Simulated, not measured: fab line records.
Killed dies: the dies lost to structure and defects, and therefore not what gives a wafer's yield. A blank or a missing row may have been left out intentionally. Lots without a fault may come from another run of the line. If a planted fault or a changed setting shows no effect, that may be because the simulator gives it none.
2 desks, one fault :: flow gf180mcu :: what lay behind the numbers comes last; until then each desk has only its own

== TOOL OWNER'S DESK, cmp-02 ==
The tool's own readings at GF_V5_CMP_04 (polishes SiO2): means of the sampled wafers that have a number, for each lot that ran on this tool. If a lot's mean is further than 4 standard deviations from the usual mean, the lot is out of limits and carries the mark OUT (the distance appears in the brackets).
Columns: A = edge-zone-pressure-frac at GF_V5_CMP_04, usual 1.000; B = head-pressure-psi at GF_V5_CMP_04, usual 4.000 psi; C = motor-current-A at GF_V5_CMP_04, usual 11.7 A; D = slurry-filter-dp-kPa at GF_V5_CMP_04, usual 13.50 kPa
lot: L679
first seen here: day 26 14:47
A: 1.005
B: 3.993
C: 11.6
D: 13.46

lot: L688
first seen here: day 29 12:59
A: 1.000
B: 4.004
C: 11.4
D: 13.48

lot: L690
first seen here: day 30 02:19
A: 1.004
B: 3.993
C: 11.6
D: 13.39

lot: L691
first seen here: day 30 10:06
A: 1.000
B: 4.005
C: 11.5
D: 13.40

lot: L697
first seen here: day 32 00:21
A: 1.002
B: 4.009
C: 11.6
D: 13.49

lot: L698
first seen here: day 32 06:43
A: 0.998
B: 3.997
C: 11.9
D: 13.43
This desk's finding: nothing out of limits on any of the 6 lots.

== AT THE METROLOGY DESK ==
Means of the sampled wafers that have a number, per lot and without regard to the tool the lot ran on: this is what the gauges read. If a lot's mean is further than 4 standard deviations from the usual mean, the lot is out of limits and carries the mark OUT (the distance appears in the brackets).
Columns: A = V4_W_THK at GF_V4_THK_MEAS_25, usual 363 nm; B = V5_BOW at GF_V5_BOW_MEAS_05, usual 138 um
lot: L679
first seen here: day 24 18:05
A: 369
B: 126

lot: L681
first seen here: day 25 14:10
A: 363
B: 154

lot: L684
first seen here: day 26 10:38
A: 366
B: 164

lot: L685
first seen here: day 26 19:27
A: 365
B: 158

lot: L688
first seen here: day 27 19:54
A: 371
B: 144

lot: L689
first seen here: day 28 06:44
A: 363
B: 132

lot: L690
first seen here: day 28 10:23
A: 355
B: 146

lot: L691
first seen here: day 28 17:24
A: 359
B: 128

lot: L692
first seen here: day 28 21:59
A: 361
B: 138

lot: L695
first seen here: day 30 00:43
A: 360
B: 140

lot: L697
first seen here: day 30 11:25
A: 360
B: 130

lot: L698
first seen here: day 30 17:44
A: 362
B: 152
This desk's finding: nothing out of limits on any of the 12 lots.

== PUT TOGETHER ==
The desk of the tool owner found nothing out of limits.
From the metrology desk's view, nothing was out of limits.

== WHAT THE SIMULATOR HAD INSERTED ==
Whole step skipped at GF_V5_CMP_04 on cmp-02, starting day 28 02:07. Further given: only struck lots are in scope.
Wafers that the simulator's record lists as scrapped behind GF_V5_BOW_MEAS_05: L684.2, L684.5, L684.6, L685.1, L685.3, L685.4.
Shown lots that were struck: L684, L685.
